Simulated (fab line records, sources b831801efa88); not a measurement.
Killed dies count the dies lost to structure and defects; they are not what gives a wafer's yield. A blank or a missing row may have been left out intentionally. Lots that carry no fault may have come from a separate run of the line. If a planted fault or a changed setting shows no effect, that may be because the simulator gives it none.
2 desks, one fault | flow gf180mcu | numbers are kept per desk, each desk with only its own; the story behind them comes last

== FROM THE METROLOGY DESK ==
What the gauges read for every lot (on any tool): the sampled wafers with a number, averaged. Any lot whose mean is over 4 standard deviations away from the usual mean is out of limits and marked OUT; that distance is given in the brackets.
Columns: A = V3_BOW at GF_V3_BOW_MEAS_05, usual 119 um; B = V3_W_RS at GF_V3_RS_MEAS_24, usual 0.3291 ohm/sq
lot  | first seen here | A   | B
L513 | day 23 00:39    | 114 | 0.3333
L514 | day 23 15:10    | 120 | 0.3321
L515 | day 23 21:53    | 118 | 0.3302
L517 | day 24 16:16    | 127 | 0.3295
L518 | day 24 22:04    | 137 | 0.3292
L522 | day 26 07:39    | 112 | 0.3273
L523 | day 26 16:07    | 118 | 0.3251
L525 | day 27 04:41    | 111 | 0.3256
L526 | day 27 14:00    | 129 | 0.3282
L527 | day 27 20:24    | 114 | 0.3286
L531 | day 28 19:38    | 133 | 0.3270
This desk's finding: nothing out of limits on any of the 11 lots.

== THE TOOL OWNER'S DESK: pvd_sputter-04 ==
The tool's own readings at GF_V3_SPUTTER_21 (material Ti, target thk 15 nm, time 80.02 s): means of the sampled wafers that have a number, for each lot that ran on this tool. Any lot whose mean is over 4 standard deviations away from the usual mean is out of limits and marked OUT; that distance is given in the brackets.
Columns: A = cathode_dc_power_W at GF_V3_SPUTTER_21, usual 2500.0 W; B = chamber_pressure_pa at GF_V3_SPUTTER_21, usual 5.000 Pa; C = throttle_valve_pct at GF_V3_SPUTTER_21, usual 29.6 %
lot  | first seen here | A      | B     | C
L517 | day 25 14:44    | 2500.1 | 5.002 | 28.7
L518 | day 25 20:25    | 2500.0 | 4.992 | 29.0
This desk's finding: nothing out of limits on any of the 2 lots.

== ALL TOGETHER ==
From the metrology desk's view, nothing was out of limits.
Nothing out of limits was seen by the tool owner's desk.

== WHAT THE SIMULATOR HAD INSERTED ==
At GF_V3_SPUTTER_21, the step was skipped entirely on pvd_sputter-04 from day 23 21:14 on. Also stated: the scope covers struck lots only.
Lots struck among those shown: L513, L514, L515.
